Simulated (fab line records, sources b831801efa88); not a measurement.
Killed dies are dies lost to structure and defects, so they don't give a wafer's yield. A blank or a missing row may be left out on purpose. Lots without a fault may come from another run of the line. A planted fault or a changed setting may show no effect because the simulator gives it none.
Chamber matching | flow gf180mcu | GF_STI_ETCH_14 on rie_si-01: 4 sister chambers
The step etches Si in HBr/Cl2/O2, target depth 360 nm, time 102.9 s. 4 wafers are shown with their chamber, then 6 later ones without.

WAFERS WITH THEIR CHAMBER
wafer  | chamber | drypump_motor_current_A (A)
L829.6 | 1       | 5.31
L831.6 | 0       | 5.78
L833.1 | 2       | 5.73
L833.3 | 3       | 5.63

WAFERS WITHOUT THEIR CHAMBER
wafer  | drypump_motor_current_A (A)
L833.4 | 5.80
L835.1 | 5.74
L835.3 | 5.62
L835.6 | 5.80
L838.1 | 5.62
L838.6 | 5.79

WHICH CHAMBER EACH WENT THROUGH
wafer  | from the rows above | in truth
L833.4 | 0                   | 0
L835.1 | 2                   | 2
L835.3 | 3                   | 3
L835.6 | 0                   | 0
L838.1 | 3                   | 3
L838.6 | 0                   | 0
Placed correctly: 6 of 6. Can't be placed from these rows: 0. Placed wrongly: 0.
How it was worked out, from the rows above alone: a wafer's distance from a chamber is the root of the sum, over the readings, of the square of ((its reading less the chamber's mean) divided by the reading's scatter). The wafer belongs to the nearest chamber; if the next one is less than 2 further off, it can't be placed. A chamber's mean is the mean of its shown wafers. The scatter: with one shown wafer a chamber, the root of the mean of the squares of how far each hidden wafer lies from its nearest shown one.
